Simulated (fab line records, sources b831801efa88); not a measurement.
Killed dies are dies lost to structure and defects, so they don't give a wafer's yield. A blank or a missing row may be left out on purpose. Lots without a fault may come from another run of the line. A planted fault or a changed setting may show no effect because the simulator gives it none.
Chamber matching | flow sky130 | SKY_PASSIVATION_CVD_00 on pecvd-01: 3 sister chambers
The step deposits SiO2, target thk 90 nm. 6 wafers are shown with their chamber, then 7 later ones without.

WAFERS WITH THEIR CHAMBER
wafer  | chamber | heater_power_w (W)
L083.3 | 2       | 744
L083.5 | 1       | 748
L087.5 | 0       | 635
L087.6 | 1       | 715
L092.1 | 0       | 635
L092.3 | 2       | 658

WAFERS WITHOUT THEIR CHAMBER
wafer  | heater_power_w (W)
L092.5 | 699
L095.1 | 772
L095.2 | 604
L095.3 | 730
L095.4 | 579
L095.5 | 787
L095.6 | 745

WHICH CHAMBER EACH WENT THROUGH
wafer  | from the rows above          | in truth
L092.5 | can't be placed: 2 or 1 or 0 | 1
L095.1 | can't be placed: 1 or 2      | 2
L095.2 | can't be placed: 0 or 2      | 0
L095.3 | can't be placed: 1 or 2      | 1
L095.4 | can't be placed: 0 or 2      | 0
L095.5 | can't be placed: 1 or 2      | 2
L095.6 | can't be placed: 1 or 2      | 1
Placed correctly: 0 of 7. Can't be placed from these rows: 7 (the true chamber is among the candidates in 7). Placed wrongly: 0.
How it was worked out, from the rows above alone: a wafer's distance from a chamber is the root of the sum, over the readings, of the square of ((its reading less the chamber's mean) divided by the reading's scatter). The wafer belongs to the nearest chamber; if the next one is less than 2 further off, it can't be placed. A chamber's mean is the mean of its shown wafers. The scatter: the root of (the sum of the squares of (reading less its chamber's mean) over the shown wafers, divided by (wafers less chambers)).
